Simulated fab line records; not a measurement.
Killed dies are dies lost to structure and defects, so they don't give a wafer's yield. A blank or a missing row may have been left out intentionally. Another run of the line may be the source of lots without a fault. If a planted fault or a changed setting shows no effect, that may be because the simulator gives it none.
Problem report in the 8D (eight disciplines) form, filled by code | flow sky130 | the parts of the form that need people (team, actions taken, sign-off) are left out

## 1. PROBLEM STATEMENT
Wafers without a fault read 160.38 W, standard deviation 0.13; heater-power-total-W at SKY_RES_PROTECT_DEHYDRATE_00 reads a mean of 167.63 W on 6 wafers belonging to 2 lots. Relative to the usual mean, that is a shift of +56 standard deviations.
The step: time 60 s.
First observed at day 21 06:46: wafer L752.2, on litho-track-03. The record has a number at this step for 39 wafers belonging to 13 lots. Rule for "out", or "out of limits": more than 4 standard deviations from the usual mean. The other wafers with a number count as sound.

## 2. WHAT IT IS AND WHAT IT IS NOT
question                    | is                                 | is not
which readings at this step | heater-power-total-W, plate-temp-C | exhaust-pa
which lots                  | L752, L753                         | L734, L735, L736, L740, L741, L742, L744, L748, L749, L755, L757
which wafers of those lots  | all that have a number             | -
read on which tools         | litho-track-03                     | litho-track-01, litho-track-04
when                        | from day 21 06:46                  | up to then (27 sound wafers); but 6 sound wafers of L755, L757 came after

## 3. THE SUSPECTS, EACH WITH WHAT RULES IT OUT
Counting: a tool stays on the suspect list if, at a process step up to the reading, it processed all lots that are out and no sound lot following the first of them.
- litho-track-03 at SKY_RES_PROTECT_DEHYDRATE_00 (time 60 s): kept. Every lot that is out went through it, starting with L752 (day 21 06:46), and after that it ran no sound lot; the last sound lot it ran before then is L744 (day 18 05:53). Its own heater-power-total-W, plate-temp-C readings are out on those wafers.
Left after counting: litho-track-03 at SKY_RES_PROTECT_DEHYDRATE_00.

## 4. THE CAUSE (what the simulator had put in)
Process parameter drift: litho-track-03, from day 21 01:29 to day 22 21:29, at SKY_RES_PROTECT_DEHYDRATE_00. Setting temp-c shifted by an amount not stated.
Only this tool survived the counting.

## 5. THE EFFECT CHAIN, in route order
Rows list readings where the struck wafers' mean (over those with a number) sits beyond 3 standard deviations from the usual. Scope: only readings with a usual standard deviation given in the record; hours: median across lots of the time from each lot's start at the first step in this table that gives one to its start at this step; sigmas: change in usual standard deviations.
hours | step                         | reading              | usual    | on struck wafers | change | sigmas
0     | SKY_RES_PROTECT_DEHYDRATE_00 | heater-power-total-W | 160.38 W | 167.63           | +7.25  | +56
0     | SKY_RES_PROTECT_DEHYDRATE_00 | plate-temp-C         | 199.97 C | 207.28           | +7.31  | +46
Process steps it contains:
- SKY_RES_PROTECT_DEHYDRATE_00: time 60 s.
At these later measuring or inspecting steps, every struck wafer for which the step has a row has a number for every such reading, and none has moved that far: SKY_LDD_P_TW_MEAS_11.

## 6. WHAT WOULD HAVE CAUGHT IT SOONER
5 hours passed between the start of the fault at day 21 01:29 and the first reading out of limits in this record, taken at day 21 06:46.
